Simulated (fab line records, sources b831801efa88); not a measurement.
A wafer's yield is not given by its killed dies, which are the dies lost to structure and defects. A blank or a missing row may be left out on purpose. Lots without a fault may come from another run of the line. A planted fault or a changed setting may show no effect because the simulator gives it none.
A single fault, viewed from 2 desks | flow gf180mcu | each desk holds nothing but its own numbers, with what lay behind them at the end

== AT THE METROLOGY DESK ==
What the gauges read for every lot (on any tool): the sampled wafers with a number, averaged. Marked OUT: a lot whose mean sits more than 4 standard deviations from the usual mean, which makes it out of limits; the brackets give that distance.
Columns: A = M2_ALCU_THK at GF_M2_THK_MEAS_06, usual 458 nm
lot  | first seen here | A
L325 | day 17 18:58    | 464
L326 | day 19 05:02    | 458
L327 | day 19 12:26    | 455
L328 | day 19 16:01    | 455
L329 | day 19 22:33    | 457
L330 | day 20 06:27    | 454
L332 | day 21 02:14    | 453
L339 | day 23 14:25    | 445
L342 | day 24 14:56    | 460
L343 | day 25 05:19    | 452
L344 | day 25 10:42    | 470
L345 | day 25 15:27    | 461
L347 | day 25 23:25    | 460
L348 | day 26 03:34    | 470
This desk's verdict: no lot among the 14 shows anything out of limits.

== TOOL OWNER'S DESK, implanter-02 ==
For each lot that ran on this tool, the mean over its sampled wafers that have a number, from the tool's own readings at GF_HV_LDD_IMPLANT_21. Marked OUT: a lot whose mean sits more than 4 standard deviations from the usual mean, which makes it out of limits; the brackets give that distance.
Columns: A = dose-ions-cm2 at GF_HV_LDD_IMPLANT_21, usual 4.999e+13; B = end-station-pressure-torr at GF_HV_LDD_IMPLANT_21, usual 5.23e-06 Torr
lot  | first seen here | A                   | B
L327 | day 11 20:36    | 4.995e+13           | 5.27e-06
L328 | day 11 21:15    | 5.007e+13           | 5.22e-06
L329 | day 12 03:47    | 4.991e+13           | 5.30e-06
L330 | day 12 09:36    | 5.202e+13 (+36) OUT | 5.20e-06
L332 | day 13 03:30    | 5.201e+13 (+35) OUT | 5.38e-06
L342 | day 16 10:31    | 5.004e+13           | 5.20e-06
L344 | day 17 03:25    | 5.000e+13           | 5.41e-06
L345 | day 17 08:59    | 5.000e+13           | 5.19e-06
L347 | day 17 19:13    | 5.000e+13           | 5.16e-06
This desk finds L330, L332 out of limits, L330 being first, at day 12 09:36 (dose-ions-cm2 at GF_HV_LDD_IMPLANT_21). L327, L328, L329, L342, L344, L345, L347: within limits.

== PUT TOGETHER ==
On L330, L332, at day 12 09:36, an alarm was possible from the tool owner's desk.
Nothing out of limits was seen by the metrology desk.
The metrology desk has L330, L332 on record, within its limits.
On implanter-02, each named lot ran GF_HV_LDD_IMPLANT_21.

== WHAT HAD BEEN PUT IN BY THE SIMULATOR ==
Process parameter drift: implanter-02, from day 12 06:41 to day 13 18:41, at GF_HV_LDD_IMPLANT_21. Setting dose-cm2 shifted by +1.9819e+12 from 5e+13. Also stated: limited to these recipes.
Shown lots that were struck: L330, L332.
Each desk's first reading out of limits, in hours after the fault started: the tool owner's desk, 3.
